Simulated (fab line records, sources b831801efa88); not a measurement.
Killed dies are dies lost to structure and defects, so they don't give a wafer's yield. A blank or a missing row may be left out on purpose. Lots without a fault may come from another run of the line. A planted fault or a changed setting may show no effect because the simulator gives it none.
Which tool did it? | flow gf180mcu | 24 lots, 72 wafers sampled, at 6 steps of a route of 602

WHAT THE GAUGES READ, wafer by wafer
GF_V2_BOW_MEAS_05. Usual: V2_BOW 98 um, standard deviation 7.3.
lot  | measured     | on            | V2_BOW (um) | flag
L074 | day 18 22:48 | film_metro-03 | 101 83 95   |
L075 | day 19 02:42 | film_metro-04 | 96 88 87    |
L076 | day 19 14:26 | film_metro-04 | 99 106 105  |
L077 | day 20 06:59 | film_metro-04 | 95 102 104  |
L078 | day 20 13:45 | film_metro-04 | 100 94 91   |
L079 | day 21 04:00 | film_metro-03 | 97 96 92    |
L080 | day 21 17:23 | film_metro-01 | 96 99 91    |
L081 | day 22 04:07 | film_metro-03 | 97 92 103   |
L082 | day 22 23:23 | film_metro-01 | 94 100 96   |
L083 | day 23 02:25 | film_metro-01 | 108 92 93   |
L084 | day 23 15:25 | film_metro-01 | 81 103 87   |
L085 | day 24 00:37 | film_metro-03 | 106 104 111 |
L086 | day 24 01:22 | film_metro-03 | 105 94 98   |
L087 | day 24 11:35 | film_metro-03 | 104 103 101 |
L088 | day 24 21:50 | film_metro-03 | 100 98 92   |
L089 | day 25 05:39 | film_metro-03 | 90 87 92    |
L090 | day 25 07:33 | film_metro-04 | 86 97 92    |
L091 | day 25 13:35 | film_metro-04 | 96 99 94    |
L092 | day 25 14:27 | film_metro-04 | 108 112 106 |
L094 | day 26 04:24 | film_metro-01 | 94 101 95   |
L093 | day 26 09:40 | film_metro-01 | 117 90 100  |
L095 | day 26 10:34 | film_metro-04 | 102 101 113 |
L096 | day 26 18:11 | film_metro-03 | 102 105 103 |
L097 | day 27 03:04 | film_metro-03 | 90 89 89    |

GF_M3_THK_MEAS_06: measures by xrf. Usual: M3_ALCU_THK 445 nm, standard deviation 5.6.
lot  | measured     | on            | M3_ALCU_THK (nm) | flag
L074 | day 20 01:14 | film_metro-02 | 448 447 443      |
L075 | day 20 05:10 | film_metro-03 | 454 453 459      |
L076 | day 20 15:44 | film_metro-02 | 448 442 451      |
L077 | day 21 09:08 | film_metro-02 | 440 442 436      |
L078 | day 21 15:40 | film_metro-03 | 447 441 446      |
L079 | day 22 06:06 | film_metro-03 | 441 452 450      |
L080 | day 22 17:55 | film_metro-03 | 449 447 448      |
L081 | day 23 04:46 | film_metro-03 | 453 455 453      |
L082 | day 24 00:11 | film_metro-03 | 448 453 442      |
L083 | day 24 03:02 | film_metro-02 | 445 447 448      |
L084 | day 24 15:50 | film_metro-03 | 442 449 450      |
L085 | day 25 00:26 | film_metro-04 | 437 442 437      |
L086 | day 25 01:23 | film_metro-04 | 442 445 444      |
L087 | day 25 10:53 | film_metro-03 | 445 450 449      |
L088 | day 25 20:55 | film_metro-02 | 445 452 452      |
L089 | day 26 05:20 | film_metro-03 | 451 447 438      |
L090 | day 26 06:56 | film_metro-03 | 448 446 450      |
L091 | day 26 13:05 | film_metro-03 | 445 448 449      |
L092 | day 26 13:32 | film_metro-04 | 442 438 435      |
L094 | day 27 03:29 | film_metro-02 | 444 449 439      |
L093 | day 27 07:33 | film_metro-03 | 451 442 442      |
L095 | day 27 08:32 | film_metro-04 | 433 435 432      |
L096 | day 27 15:57 | film_metro-04 | 445 441 439      |
L097 | day 28 00:40 | film_metro-02 | 446 451 450      |

GF_V3_BOW_MEAS_05. Usual: V3_BOW 114 um, standard deviation 7.9.
lot  | measured     | on            | V3_BOW (um) | flag
L074 | day 21 02:35 | film_metro-04 | 121 102 115 |
L075 | day 21 06:24 | film_metro-02 | 114 106 105 |
L076 | day 21 16:52 | film_metro-04 | 116 124 123 |
L077 | day 22 10:28 | film_metro-01 | 115 123 124 |
L078 | day 22 16:23 | film_metro-04 | 117 110 106 |
L079 | day 23 05:56 | film_metro-04 | 117 116 111 |
L080 | day 23 17:59 | film_metro-01 | 110 113 106 |
L081 | day 24 05:11 | film_metro-01 | 112 105 117 |
L082 | day 24 23:15 | film_metro-04 | 110 115 114 |
L083 | day 25 04:06 | film_metro-04 | 120 102 105 |
L084 | day 25 14:13 | film_metro-02 | 96 118 101  |
L085 | day 25 22:51 | film_metro-02 | 121 120 126 |
L086 | day 25 23:51 | film_metro-01 | 122 111 116 |
L087 | day 26 09:16 | film_metro-02 | 119 118 115 |
L088 | day 26 21:47 | film_metro-04 | 122 119 112 |
L089 | day 27 03:34 | film_metro-02 | 105 100 106 |
L090 | day 27 04:55 | film_metro-02 | 104 114 110 |
L091 | day 27 11:07 | film_metro-04 | 110 114 107 |
L092 | day 27 11:12 | film_metro-01 | 125 130 125 |
L094 | day 28 00:50 | film_metro-02 | 106 112 109 |
L093 | day 28 05:26 | film_metro-02 | 134 108 116 |
L095 | day 28 05:59 | film_metro-01 | 118 116 128 |
L096 | day 28 12:43 | film_metro-04 | 117 123 120 |
L097 | day 28 21:28 | film_metro-01 | 103 102 99  |

GF_V5_BOW_MEAS_05. Usual: V5_BOW 132 um, standard deviation 8.4.
lot  | measured     | on            | V5_BOW (um) | flag
L074 | day 26 02:05 | film_metro-01 | 136 118 129 |
L075 | day 26 05:52 | film_metro-02 | 134 126 126 |
L076 | day 26 15:10 | film_metro-02 | 134 143 140 |
L077 | day 27 06:17 | film_metro-02 | 139 147 149 |
L078 | day 27 10:28 | film_metro-04 | 135 130 124 |
L079 | day 27 23:55 | film_metro-04 | 135 134 130 |
L080 | day 28 10:07 | film_metro-01 | 124 128 121 |
L081 | day 28 19:32 | film_metro-04 | 131 124 137 |
L082 | day 29 11:23 | film_metro-04 | 131 137 134 |
L083 | day 29 14:26 | film_metro-04 | 139 122 123 |
L084 | day 29 23:43 | film_metro-04 | 116 138 119 |
L085 | day 30 06:11 | film_metro-02 | 139 137 145 |
L086 | day 30 09:35 | film_metro-04 | 141 130 134 |
L087 | day 30 16:30 | film_metro-04 | 137 135 133 |
L088 | day 31 02:44 | film_metro-04 | 143 141 135 |
L089 | day 31 07:50 | film_metro-02 | 130 124 131 |
L090 | day 31 10:16 | film_metro-02 | 121 131 126 |
L091 | day 31 16:15 | film_metro-01 | 128 132 125 |
L092 | day 31 16:14 | film_metro-04 | 146 152 145 |
L094 | day 32 04:20 | film_metro-01 | 126 135 130 |
L093 | day 32 07:41 | film_metro-04 | 149 122 130 |
L095 | day 32 08:42 | film_metro-02 | 134 131 144 |
L096 | day 32 12:39 | film_metro-01 | 127 133 132 |
L097 | day 32 21:28 | film_metro-01 | 117 116 114 |

WHICH TOOL RAN EACH LOT (tool, then ch and the chambers of the sampled wafers, then the start)
lot  | GF_V2_CMP_26                  | GF_V4_ETCH_17
L074 | cmp-02 ch 0,3, day 20 00:35   | rie_diel-01 ch 0,3, day 26 02:05 or earlier
L075 | cmp-02 ch 0,1,2, day 20 04:31 | rie_diel-01 ch 2,3, day 26 05:52 or earlier
L076 | cmp-01 ch 0,1,2, day 20 15:08 | rie_diel-03 ch 0,2, day 26 15:10 or earlier
L077 | cmp-02 ch 0,1,2, day 21 08:29 | rie_diel-04 ch 0,1,3, day 27 06:17 or earlier
L078 | cmp-01 ch 0,1,2, day 21 15:10 | rie_diel-03 ch 0,1,3, day 27 10:28 or earlier
L079 | cmp-01 ch 1,2, day 22 05:27   | rie_diel-01 ch 0,2,3, day 27 23:55 or earlier
L080 | cmp-02 ch 0,2,3, day 22 17:26 | rie_diel-01 ch 0,2,3, day 28 10:07 or earlier
L081 | cmp-02 ch 1,3, day 23 04:11   | rie_diel-01 ch 0,2, day 28 19:32 or earlier
L082 | cmp-02 ch 0,1, day 23 23:32   | rie_diel-04 ch 0,1,3, day 29 11:23 or earlier
L083 | cmp-01 ch 0,2,3, day 24 02:29 | rie_diel-04 ch 0,1,3, day 29 14:26 or earlier
L084 | cmp-02 ch 0,3, day 24 15:10   | rie_diel-04 ch 0,1,3, day 29 23:43 or earlier
L085 | cmp-01 ch 0,1,3, day 24 23:53 | rie_diel-01 ch 0,1,2, day 30 06:11 or earlier
L086 | cmp-01 ch 0,2, day 25 00:45   | rie_diel-03 ch 2,3, day 30 09:35 or earlier
L087 | cmp-02 ch 0,1,3, day 25 10:22 | rie_diel-03 ch 0,1,2, day 30 16:30 or earlier
L088 | cmp-02 ch 0,2,3, day 25 20:17 | rie_diel-01 ch 1,2,3, day 31 02:44 or earlier
L089 | cmp-02 ch 2,3, day 26 04:44   | rie_diel-04 ch 2,3, day 31 07:50 or earlier
L090 | cmp-01 ch 0,1,3, day 26 06:20 | rie_diel-04 ch 2,3, day 31 10:16 or earlier
L091 | cmp-02 ch 0,3, day 26 12:26   | rie_diel-03 ch 1,2, day 31 16:15 or earlier
L092 | cmp-02 ch 0,2,3, day 26 12:59 | rie_diel-01 ch 0,2, day 31 16:14 or earlier
L094 | cmp-01 ch 0,2,3, day 27 02:50 | rie_diel-03 ch 0,1,3, day 32 04:20 or earlier
L093 | cmp-01 ch 2,3, day 27 06:55   | rie_diel-01 ch 2,3, day 32 07:41 or earlier
L095 | cmp-02 ch 1,2, day 27 07:52   | rie_diel-03 ch 0,1,3, day 32 08:42 or earlier
L096 | cmp-02 ch 1,2, day 27 15:17   | rie_diel-04 ch 1,3, day 32 12:39 or earlier
L097 | cmp-01 ch 0,2, day 27 23:58   | rie_diel-03 ch 1,2, day 32 21:28 or earlier
- GF_V2_CMP_26: polishes, stops on SiO2, t overpolish 15 s, target thk 0 nm.
- GF_V4_ETCH_17: etches SiO2 in C4F8/O2/Ar, stops on TiN, target depth 630 nm.

WHAT THE TOOLS THEMSELVES READ (means of the sampled wafers that have a number; where no wafer has one, the mark that the record gives instead)
GF_V2_CMP_26. Usual: head_pressure_psi 3.500 psi, standard deviation 0.0072; motor_current_A 11.2 A, standard deviation 0.97; overpolish_run_s 15.000 s, standard deviation 0.0091; time_to_endpoint_s 82 s, standard deviation 3.2.
lot  | tool   | head_pressure_psi (psi) | motor_current_A (A) | overpolish_run_s (s) | time_to_endpoint_s (s) | flag
L074 | cmp-02 | 3.506                   | 11.5                | 15.006               | 85                     |
L075 | cmp-02 | 3.498                   | 11.8                | 15.002               | 80                     |
L076 | cmp-01 | 3.498                   | 10.9                | 15.007               | 82                     |
L077 | cmp-02 | 3.501                   | 11.8                | 14.997               | 76                     |
L078 | cmp-01 | 3.498                   | 10.8                | 15.000               | 83                     |
L079 | cmp-01 | 3.501                   | 10.6                | 14.992               | 81                     |
L080 | cmp-02 | 3.496                   | 11.9                | 14.999               | 79                     |
L081 | cmp-02 | 3.501                   | 11.5                | 14.996               | 82                     |
L082 | cmp-02 | 3.504                   | 11.7                | 15.003               | 82                     |
L083 | cmp-01 | 3.496                   | 10.8                | 14.999               | 85                     |
L084 | cmp-02 | 3.501                   | 11.5                | 15.004               | 86                     |
L085 | cmp-01 | 3.502                   | 10.2                | 14.998               | 81                     |
L086 | cmp-01 | 3.501                   | 11.7                | 15.006               | 85                     |
L087 | cmp-02 | 3.499                   | 11.8                | 15.001               | 80                     |
L088 | cmp-02 | 3.508                   | 11.9                | 15.005               | 82                     |
L089 | cmp-02 | 3.497                   | 11.5                | 14.989               | 80                     |
L090 | cmp-01 | 3.496                   | 10.5                | 15.000               | 83                     |
L091 | cmp-02 | 3.503                   | 11.6                | 14.998               | 84                     |
L092 | cmp-02 | 3.506                   | 11.9                | 14.987               | 87                     |
L094 | cmp-01 | 3.500                   | 10.8                | 15.008               | 82                     |
L093 | cmp-01 | 3.500                   | 10.3                | 14.999               | 80                     |
L095 | cmp-02 | 3.490                   | 12.0                | 15.000               | 79                     |
L096 | cmp-02 | 3.500                   | 12.0                | 14.995               | 83                     |
L097 | cmp-01 | 3.501                   | 11.6                | 14.991               | 82                     |

GF_V4_ETCH_17. Usual: oes_product_au 0.855 a.u., standard deviation 0.0043.
lot  | tool        | oes_product_au (a.u.) | flag
L074 | rie_diel-01 | 0.861                 |
L075 | rie_diel-01 | 0.857                 |
L076 | rie_diel-03 | 0.856                 |
L077 | rie_diel-04 | 0.852                 |
L078 | rie_diel-03 | 0.854                 |
L079 | rie_diel-01 | 0.856                 |
L080 | rie_diel-01 | 0.853                 |
L081 | rie_diel-01 | 0.852                 |
L082 | rie_diel-04 | 0.853                 |
L083 | rie_diel-04 | 0.855                 |
L084 | rie_diel-04 | 0.854                 |
L085 | rie_diel-01 | 0.858                 |
L086 | rie_diel-03 | 0.854                 |
L087 | rie_diel-03 | 0.856                 |
L088 | rie_diel-01 | 0.855                 |
L089 | rie_diel-04 | 0.858                 |
L090 | rie_diel-04 | 0.856                 |
L091 | rie_diel-03 | 0.853                 |
L092 | rie_diel-01 | 0.855                 |
L094 | rie_diel-03 | 0.855                 |
L093 | rie_diel-01 | 0.851                 |
L095 | rie_diel-03 | 0.855                 |
L096 | rie_diel-04 | 0.850                 |
L097 | rie_diel-03 | 0.857                 |

THE ANSWER, worked out from the rows above alone
Rule: a lot is off if the mean of its wafers that have a number lies more than 3 standard deviations from the usual mean. A lot without any number at a reading at which 4 lots or more have one is off too. The other lots that the step has rows for count as sound. The gauges are gone through in route order, then the tools' own readings, and for those a lot's mean is taken as printed above. The first step at which some lot is off is used, and at that step the reading that is off furthest; a lot without a number counts as furthest.
No lot is off at any reading shown: from this, nothing can be told.

WHAT THE SIMULATOR HAD PUT IN
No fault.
